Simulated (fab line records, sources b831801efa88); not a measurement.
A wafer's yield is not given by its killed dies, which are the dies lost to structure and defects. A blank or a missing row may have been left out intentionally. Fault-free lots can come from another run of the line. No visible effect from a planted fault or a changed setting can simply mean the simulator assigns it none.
Which of the tools did it? | flow sky130 | 72 wafers from 24 lots sampled at 5 of the route's 708 steps

WHAT EACH GAUGE READ, for each wafer
SKY_METAL2_CD_MEAS_15 targets a cd of 140 nm.
lot  | measured     | on       | cdNm (nm)
L074 | day 34 21:28 | cdSem-01 | 139.4 139.6 140.4
L075 | day 35 01:54 | cdSem-02 | 140.7 139.0 139.0
L076 | day 35 13:49 | cdSem-01 | 138.7 138.3 139.0
L077 | day 35 20:58 | cdSem-02 | 140.7 140.6 140.6
L078 | day 36 07:58 | cdSem-02 | 139.8 138.1 139.6
L079 | day 36 13:55 | cdSem-02 | 140.3 140.5 138.9
L080 | day 36 23:40 | cdSem-01 | 138.6 138.9 138.1
L081 | day 37 10:46 | cdSem-02 | 139.9 140.6 139.7
L082 | day 38 07:42 | cdSem-01 | 137.7 136.1 137.1
L085 | day 38 18:58 | cdSem-02 | 138.8 137.7 138.9
L084 | day 38 21:47 | cdSem-02 | 141.5 142.3 139.9
L083 | day 38 23:01 | cdSem-02 | 140.2 140.4 139.8
L086 | day 39 05:29 | cdSem-02 | 140.3 138.6 138.9
L087 | day 39 07:24 | cdSem-02 | 139.8 140.4 139.6
L088 | day 39 11:43 | cdSem-01 | 139.8 140.0 140.2
L089 | day 39 22:22 | cdSem-01 | 140.0 139.9 140.1
L090 | day 40 04:22 | cdSem-01 | 141.6 140.8 142.3
L091 | day 40 07:25 | cdSem-01 | 139.0 138.2 137.3
L092 | day 41 01:14 | cdSem-01 | 143.4 142.6 142.4
L093 | day 41 01:52 | cdSem-01 | 140.2 141.9 140.0
L094 | day 41 02:30 | cdSem-01 | 139.6 140.3 140.0
L095 | day 41 10:32 | cdSem-01 | 139.2 139.0 139.3
L096 | day 41 18:10 | cdSem-01 | 140.1 141.0 140.3
L097 | day 42 03:05 | cdSem-02 | 139.0 140.3 141.6

SKY_VIA2_BOW_MEAS_03.
lot  | measured     | on           | VIA2_BOW (um)
L074 | day 34 22:53 | filmMetro-01 | 86 92 90
L075 | day 35 03:22 | filmMetro-01 | 86 92 92
L076 | day 35 15:14 | filmMetro-04 | 74 78 104
L077 | day 35 22:26 | filmMetro-04 | 81 84 91
L078 | day 36 09:23 | filmMetro-04 | 76 104 97
L079 | day 36 15:20 | filmMetro-03 | 98 96 78
L080 | day 37 01:18 | filmMetro-01 | 87 99 87
L081 | day 37 12:11 | filmMetro-04 | 75 84 87
L082 | day 38 09:18 | filmMetro-01 | 74 88 92
L085 | day 38 20:49 | filmMetro-04 | 79 77 74
L084 | day 38 23:16 | filmMetro-04 | 95 96 100
L083 | day 39 00:46 | filmMetro-01 | 92 78 83
L086 | day 39 07:14 | filmMetro-04 | 85 86 86
L087 | day 39 09:10 | filmMetro-03 | 88 85 91
L088 | day 39 13:48 | filmMetro-01 | 87 85 85
L089 | day 39 23:51 | filmMetro-03 | 90 84 92
L090 | day 40 06:08 | filmMetro-03 | 72 88 73
L091 | day 40 09:15 | filmMetro-04 | 90 97 99
L092 | day 41 02:40 | filmMetro-01 | 84 80 72
L093 | day 41 03:17 | filmMetro-04 | 76 75 80
L094 | day 41 04:23 | filmMetro-04 | 101 104 105
L095 | day 41 11:57 | filmMetro-01 | 77 79 78
L096 | day 41 19:37 | filmMetro-04 | 73 81 85
L097 | day 42 04:41 | filmMetro-04 | 86 95 79

SKY_VIA3_BOW_MEAS_03.
lot  | measured     | on           | VIA3_BOW (um)
L074 | day 38 08:49 | filmMetro-02 | 80 85 84
L075 | day 38 14:34 | filmMetro-01 | 86 91 93
L076 | day 39 00:14 | filmMetro-01 | 67 71 96
L077 | day 39 07:49 | filmMetro-01 | 69 75 80
L078 | day 39 18:16 | filmMetro-01 | 72 99 92
L079 | day 40 00:18 | filmMetro-03 | 93 92 72
L080 | day 40 07:05 | filmMetro-03 | 76 88 76
L081 | day 40 18:45 | filmMetro-01 | 65 73 79
L082 | day 41 13:04 | filmMetro-01 | 69 81 86
L085 | day 42 02:16 | filmMetro-01 | 76 73 69
L084 | day 42 03:52 | filmMetro-01 | 84 87 90
L083 | day 42 06:10 | filmMetro-01 | 84 71 76
L086 | day 42 12:58 | filmMetro-02 | 77 79 78
L087 | day 42 13:17 | filmMetro-01 | 80 77 83
L088 | day 42 16:46 | filmMetro-03 | 87 84 83
L089 | day 43 02:15 | filmMetro-02 | 77 72 81
L090 | day 43 09:05 | filmMetro-03 | 64 81 66
L091 | day 43 11:05 | filmMetro-01 | 75 83 84
L092 | day 44 03:50 | filmMetro-02 | 79 78 69
L093 | day 44 04:37 | filmMetro-01 | 68 66 70
L094 | day 44 05:12 | filmMetro-01 | 92 95 96
L095 | day 44 12:50 | filmMetro-01 | 71 72 71
L096 | day 44 20:30 | filmMetro-03 | 71 79 80
L097 | day 45 03:29 | filmMetro-01 | 75 84 69

SKY_CAP2M_RS_MEAS_03: measures by four-point-probe.
lot  | measured     | on           | CAP2M_TIN_RS (ohm/sq)
L074 | day 39 12:00 | filmMetro-04 | 7.00 6.86 6.92
L075 | day 39 17:43 | filmMetro-04 | 6.94 6.91 6.83
L076 | day 40 02:21 | filmMetro-04 | 6.96 7.01 7.01
L077 | day 40 10:11 | filmMetro-02 | 6.90 6.97 7.11
L078 | day 40 19:57 | filmMetro-03 | 6.88 7.16 6.90
L079 | day 41 02:07 | filmMetro-03 | 6.79 6.87 6.87
L080 | day 41 09:30 | filmMetro-04 | 6.92 7.00 7.01
L081 | day 41 20:52 | filmMetro-02 | 6.88 6.89 7.04
L082 | day 42 14:52 | filmMetro-02 | 6.96 7.05 6.90
L085 | day 43 03:22 | filmMetro-02 | 7.07 6.98 7.02
L084 | day 43 04:44 | filmMetro-02 | 6.88 6.86 6.81
L083 | day 43 06:31 | filmMetro-03 | 6.83 6.87 6.88
L086 | day 43 14:07 | filmMetro-04 | 6.80 6.79 6.91
L087 | day 43 14:10 | filmMetro-02 | 6.93 7.03 6.97
L088 | day 43 17:38 | filmMetro-02 | 6.77 6.86 6.78
L089 | day 44 03:09 | filmMetro-03 | 6.87 6.80 6.83
L090 | day 44 08:59 | filmMetro-04 | 6.87 6.93 6.88
L091 | day 44 10:48 | filmMetro-03 | 6.99 7.01 7.06
L092 | day 45 03:20 | filmMetro-02 | 6.90 6.88 6.95
L093 | day 45 04:44 | filmMetro-02 | 6.99 7.06 7.01
L094 | day 45 05:37 | filmMetro-02 | 6.94 6.92 6.96
L095 | day 45 12:23 | filmMetro-02 | 6.92 6.91 6.93
L096 | day 45 20:11 | filmMetro-03 | 6.90 6.91 6.92
L097 | day 46 02:03 | filmMetro-02 | 7.08 7.00 7.00

WHAT TOOL EACH LOT RAN ON (gives the tool, then ch and the chambers of the sampled wafers, and finally the start)
lot  | SKY_METAL2_SPUTTER_00
L074 | pvdSputter-02, day 33 18:28
L075 | pvdSputter-01, day 33 23:16
L076 | pvdSputter-02, day 34 10:53
L077 | pvdSputter-04, day 34 17:52
L078 | pvdSputter-01, day 35 04:32
L079 | pvdSputter-01, day 35 10:44
L080 | pvdSputter-02, day 35 20:35
L081 | pvdSputter-02, day 36 07:32
L082 | pvdSputter-02, day 37 06:01
L085 | pvdSputter-04, day 37 14:50
L084 | pvdSputter-02, day 37 20:47
L083 | pvdSputter-02, day 37 21:31
L086 | pvdSputter-02, day 38 05:26
L087 | pvdSputter-04, day 38 06:26
L088 | pvdSputter-02, day 38 10:23
L089 | pvdSputter-04, day 38 20:53
L090 | pvdSputter-04, day 39 03:34
L091 | pvdSputter-04, day 39 05:45
L092 | pvdSputter-04, day 40 00:49
L093 | pvdSputter-04, day 40 01:31
L094 | pvdSputter-02, day 40 02:10
L095 | pvdSputter-04, day 40 10:11
L096 | pvdSputter-02, day 40 18:23
L097 | pvdSputter-02, day 41 02:50
- SKY_METAL2_SPUTTER_00: material Ti, target thk 15 nm, time 10 s.

AS READ BY THE TOOLS THEMSELVES (means over the sampled wafers that have a number; for cases with no such wafer, the mark the record gives instead)
SKY_METAL2_SPUTTER_00.
lot  | tool          | throttleValvePct (%)
L074 | pvdSputter-02 | 30.3
L075 | pvdSputter-01 | 31.2
L076 | pvdSputter-02 | 30.5
L077 | pvdSputter-04 | 29.3
L078 | pvdSputter-01 | 30.6
L079 | pvdSputter-01 | 30.6
L080 | pvdSputter-02 | 31.0
L081 | pvdSputter-02 | 30.9
L082 | pvdSputter-02 | 30.4
L085 | pvdSputter-04 | 29.3
L084 | pvdSputter-02 | 30.7
L083 | pvdSputter-02 | 30.3
L086 | pvdSputter-02 | 30.4
L087 | pvdSputter-04 | 30.2
L088 | pvdSputter-02 | 30.5
L089 | pvdSputter-04 | 29.3
L090 | pvdSputter-04 | 29.4
L091 | pvdSputter-04 | 29.4
L092 | pvdSputter-04 | 30.2
L093 | pvdSputter-04 | 30.2
L094 | pvdSputter-02 | 30.3
L095 | pvdSputter-04 | 28.4
L096 | pvdSputter-02 | 30.5
L097 | pvdSputter-02 | 30.4

THE ANSWER, worked out from the rows above alone
Rule: usual is defined by the lots themselves. The widest of any qualifying gaps counts: lots, ordered by their means at a reading, are off when they make up no more than a third of the lots, leave a main group of 4 or more, and stand apart from it by 3 or more times the standard deviation of that group's means. A main group is skipped when, at the precision printed for the reading in the tables above, its means are all equal. A lot without any number at a reading at which 4 lots or more have one is off too. Where the step has rows for the other lots, those lots are counted as sound. After the gauges, taken in route order, come the tools' own readings; for these a lot's mean is taken, as printed above. At the first step where some lot is off, the reading lying furthest off is the one used; lots without a number count as furthest.
Across all readings shown, no lot is off: no conclusion can be drawn from this.

WHAT THE SIMULATOR HAD PUT IN
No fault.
